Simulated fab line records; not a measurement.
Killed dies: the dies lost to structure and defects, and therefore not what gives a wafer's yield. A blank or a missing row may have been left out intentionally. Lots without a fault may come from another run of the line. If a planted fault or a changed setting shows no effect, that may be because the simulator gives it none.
A struck lot beside a sound one :: flow sky130 :: 43 steps out of a route of 708
Sound: wafers L332.1, L332.2, L332.3. Struck: wafers L346.4, L346.5, L346.6. The cause is named last.
Per side, at each step with rows, come the tool, then ch with its chambers, and then its first start. Under that, the readings that differ: sound wafers :: struck wafers :: difference of the means :: sigmas: that difference in standard deviations of wafers without a fault.
alike: readings with means less than 2 such deviations apart, plus words and numbers identical on both sides. not compared: withheld readings, readings lacking a value on some wafer, bounds such as >300 that could conceal the same value, and numbers that have no deviation in the record and whose values overlap.
A row with sigmas, a row that says differs or no value, or rows on one side alone: a step with any of these is where the two part. Numbers that have no deviation but don't overlap get no sigmas and don't part them. A reading missing from all wafers of one side parts the sides only when that side holds two or more wafers.

first, 5 steps without rows for these wafers: SKY_LOCAL_INTERCONNECT_COAT_06 (resist thk 450 nm); SKY_LOCAL_INTERCONNECT_SOFTBAKE_07 (time 90 s); SKY_LOCAL_INTERCONNECT_EXPOSE_08 (exposes mask LI1M, target cd 170 nm); SKY_LOCAL_INTERCONNECT_PEB_09; SKY_LOCAL_INTERCONNECT_DEVELOP_10 (develop time 60 s).
SKY_LOCAL_INTERCONNECT_CD_MEAS_11 targets a cd of 170 nm.
  sound: cd_sem-01 at day 30 21:12; struck: cd_sem-01 at day 35 18:49
  alike: cd_nm
SKY_LOCAL_INTERCONNECT_OVL_MEAS_12:
  sound: overlay-01 at day 30 21:19; struck: overlay-01 at day 35 18:53
  alike: LOCAL_INTERCONNECT_OVL
then, 5 steps without rows for these wafers: SKY_LOCAL_INTERCONNECT_ETCH_13 (etches BARC in N2/H2, stops on SiO2, time 45.9 s, target depth 60 nm); SKY_LOCAL_INTERCONNECT_METAL_ETCH_14 (etches TiN in Cl2/BCl3, stops on PSG, target depth 110 nm, time 31.4 s); SKY_LOCAL_INTERCONNECT_STRIP_15 (strips in O2/N2); SKY_LOCAL_INTERCONNECT_STRIP_16 (strips in post etch residue remover, time 1200 s); SKY_LOCAL_INTERCONNECT_CLEAN_17 (cleans in IPA, time 180 s).
SKY_LOCAL_INTERCONNECT_CLEAN_18: cleans in O3/DIW.
  sound on wet_bench-02 ch 3, day 30 22:05; struck on wet_bench-04 ch 2, day 35 19:32
then, 1 step without rows for these wafers: SKY_CONTACT_CVD_00 (deposits Si3N4, target thk 75 nm).
SKY_CONTACT_THK_MEAS_01:
  sound: film_metro-01 at day 30 22:13; struck: film_metro-04 at day 35 19:41
  alike: CONTACT_CVD_00_THK
then, 1 step without rows for these wafers: SKY_CONTACT_HDPCVD_02 (deposits SiO2, target thk 565 nm, time 94.2 s).
SKY_CONTACT_THK_MEAS_03:
  sound: film_metro-02 at day 30 22:21; struck: film_metro-01 at day 35 19:49
  alike: CONTACT_HDPCVD_THK
SKY_CONTACT_CMP_04: polishes SiO2.
  sound on cmp-01 ch 0,1,3, day 30 22:25; struck on cmp-02 ch 0,1, day 35 19:53
reading: time_to_endpoint_s (s)
sound: 80 82 80
struck: 90 87 88
difference: +8
sigmas: +2
  alike: motor_current_A, platen_rpm
SKY_CONTACT_BOW_MEAS_05:
  sound: film_metro-01 at day 30 22:43; struck: film_metro-02 at day 35 20:12
  alike: CONTACT_BOW
then, 8 steps without rows for these wafers: SKY_CONTACT_DEHYDRATE_06 (time 60 s); SKY_CONTACT_HMDS_07 (prime time 60 s); SKY_CONTACT_COAT_08 (resist thk 60 nm); SKY_CONTACT_COAT_09 (resist thk 450 nm); SKY_CONTACT_SOFTBAKE_10 (time 90 s); SKY_CONTACT_EXPOSE_11 (exposes mask CTM1, target cd 170 nm); SKY_CONTACT_PEB_12; SKY_CONTACT_DEVELOP_13 (develop time 57.49 s).
SKY_CONTACT_CD_MEAS_14 targets a cd of 170 nm.
  sound: cd_sem-02 at day 32 01:56; struck: cd_sem-02 at day 36 21:35
  alike: cd_nm
SKY_CONTACT_OVL_MEAS_15:
  sound: overlay-01 at day 32 02:04; struck: overlay-01 at day 36 21:40
  alike: CONTACT_OVL
SKY_CONTACT_ETCH_16: etches BARC in N2/H2, stops on SiO2, time 45.9 s, target depth 60 nm.
  sound on rie_diel-02 ch 1,2,3, day 32 02:05; struck on rie_diel-03 ch 1,2,3, day 36 21:41
  alike: drypump_motor_current_A, oes_product_au, throttle_valve_pct
  not compared: rf_hours_counter_h
then, 2 steps without rows for these wafers: SKY_CONTACT_ETCH_17 (etches SiO2 in C4F8/O2/Ar, stops on Si3N4, target depth 340 nm); SKY_CONTACT_ETCH_18 (etches Si3N4 in CHF3/O2, stops on TiN, time 39 s, target depth 75 nm).
SKY_CONTACT_STRIP_19: strips in O2/N2.
  sound on plasma_asher-04 ch 0,1, day 32 02:13; struck on plasma_asher-03 ch 0,1, day 36 21:51
  alike: drypump_motor_current_A, o2_flow_sccm, oes_product_au, strip_time_to_endpoint_s
  not compared: rf_hours_counter_h
then, 4 steps without rows for these wafers: SKY_CONTACT_STRIP_20 (strips in post etch residue remover, time 1200 s); SKY_CONTACT_CLEAN_21 (cleans in IPA, time 180 s); SKY_CONTACT_CLEAN_22 (cleans in O3/DIW); SKY_CONTACT_SPUTTER_23 (material TiN, target thk 20 nm, time 80 s).
SKY_CONTACT_CVD_24: deposits W, target thk 340 nm, time 102.12 s.
  sound on cvd_w-01 ch 0,1, day 32 02:53; struck on cvd_w-01 ch 0,1, day 36 22:30
  alike: heater_power_w
SKY_CONTACT_RS_MEAS_25: uses a four-point probe to measure.
  sound: film_metro-02 at day 32 02:59; struck: film_metro-02 at day 36 22:38
  alike: CONTACT_W_RS
SKY_CONTACT_THK_MEAS_26: measures by xrf.
  sound: film_metro-02 at day 32 03:07; struck: film_metro-02 at day 36 22:44
  alike: CONTACT_W_THK
SKY_CONTACT_CMP_27: polishes, stops on SiO2, t overpolish 15 s, target thk 0 nm.
  sound on cmp-02 ch 0,1,2, day 32 03:10; struck on cmp-02 ch 0,2,3, day 36 22:52
  alike: motor_current_A, overpolish_run_s, platen_rpm, time_to_endpoint_s
then, 1 step without rows for these wafers: SKY_METAL1_SPUTTER_00 (material Ti, target thk 15 nm, time 10 s).
-- the record jumps here: 13 days lie between the struck wafers' starts before and after (it left off in module METAL1 and takes up again in module PAD_OPEN, whose first step shown is number 708 of the route) --
SKY_PAD_OPEN_PROBE_99:
  sound: prober-01 at day 45 23:40; struck: prober-01 at day 49 16:28
reading: killed_at_contacts
sound: 23 21 29
struck: 74 77 83
difference: +54
sigmas: +9

reading: killed_at_other
sound: 0 1 0
struck: 2 0 2
difference: +1
sigmas: +2

reading: killed_dies
sound: 95 90 89
struck: 130 137 137
difference: +43
sigmas: +4

reading: killed_on_rim
sound: 11 15 14
struck: 26 19 30
difference: +12
sigmas: +3
  alike: killed_at_M0_to_M3, killed_at_M4_up, killed_at_front_end, killed_open, killed_short

## WHERE THEY PART
Last at SKY_PAD_OPEN_PROBE_99 as far as this record goes, first at SKY_CONTACT_CMP_04.

WHY: what had been put in by the simulator
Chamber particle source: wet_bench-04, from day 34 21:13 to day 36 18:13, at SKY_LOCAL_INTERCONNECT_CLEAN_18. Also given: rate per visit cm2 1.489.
